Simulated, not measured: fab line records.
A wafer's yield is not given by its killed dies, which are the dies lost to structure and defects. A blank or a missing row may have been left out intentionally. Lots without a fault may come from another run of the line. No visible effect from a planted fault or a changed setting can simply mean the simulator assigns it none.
Chamber matching | flow gf180mcu | rie_diel-02 running GF_PASSIVATION_ETCH_11: 4 sister chambers
The step etches the open film in CF4/O2, stops on TiN, target depth 2040 nm, time 453.3 s. 16 wafers are shown with their chamber, then 7 later ones without.

== WAFERS PAIRED WITH THEIR CHAMBERS ==
wafer  | chamber | drypump_motor_current_A (A) | oes_product_au (a.u.) | throttle_valve_pct (%)
L138.2 | 3       | 5.9                         | 0.993                 | 5.963
L138.4 | 1       | 5.4                         | 1.000                 | 5.983
L138.5 | 1       | 5.4                         | 0.988                 | 5.981
L139.1 | 3       | 5.9                         | 0.994                 | 5.971
L139.3 | 2       | 6.0                         | 0.989                 | 5.955
L139.5 | 3       | 5.9                         | 0.988                 | 5.976
L144.3 | 2       | 6.0                         | 0.991                 | 5.967
L144.5 | 2       | 6.0                         | 0.990                 | 5.965
L151.1 | 3       | 5.9                         | 0.998                 | 5.971
L151.4 | 2       | 6.0                         | 0.987                 | 5.967
L151.6 | 3       | 5.8                         | 0.995                 | 5.983
L154.3 | 2       | 6.0                         | 0.985                 | 5.980
L154.5 | 0       | 5.9                         | 0.998                 | 5.968
L154.6 | 1       | 5.4                         | 0.998                 | 5.965
L156.1 | 0       | 5.9                         | 0.993                 | 5.967
L156.3 | 1       | 5.4                         | 0.995                 | 5.971

SIGNATURES, as means of the wafers listed above
reading                 | chamber 0 | chamber 1 | chamber 2 | chamber 3 | scatter within a chamber
drypump_motor_current_A | 5.900     | 5.400     | 6.000     | 5.880     | 0.0258
oes_product_au          | 0.99550   | 0.99525   | 0.98840   | 0.99360   | 0.00378
throttle_valve_pct      | 5.96750   | 5.97500   | 5.96680   | 5.97280   | 0.00791
Rule: distance of a wafer from a chamber = root of the sum over the readings of ((wafer's reading minus chamber's mean) / reading's scatter) squared. The wafer belongs to the nearest chamber; if the next one is less than 2 further off, it can't be placed. The scatter: take each reading less its chamber's mean, square it, sum over the shown wafers, divide by the number of wafers less the number of chambers, and take the root.

== WAFERS MISSING THEIR CHAMBER ==
wafer  | drypump_motor_current_A (A) | oes_product_au (a.u.) | throttle_valve_pct (%)
L156.4 | 6.0                         | 0.979                 | 5.980
L157.1 | 5.9                         | 0.993                 | 5.980
L157.5 | 5.9                         | 0.989                 | 5.987
L157.6 | 5.4                         | 0.988                 | 5.970
L160.1 | 5.9                         | 0.986                 | 5.944
L160.2 | 6.0                         | 0.988                 | 5.981
L160.6 | 5.9                         | 0.983                 | 5.967

== THE CHAMBER EACH PASSED THROUGH ==
wafer  | from the rows above          | in truth
L156.4 | 2                            | 2
L157.1 | can't be placed: 3 or 0      | 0
L157.5 | can't be placed: 3 or 0      | 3
L157.6 | 1                            | 1
L160.1 | can't be placed: 0 or 3 or 2 | 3
L160.2 | 2                            | 2
L160.6 | can't be placed: 3 or 0 or 2 | 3
Correct placement for 3 of the 7. Can't be placed from these rows: 4 (the true chamber is among the candidates in 4). Placed wrongly: 0.
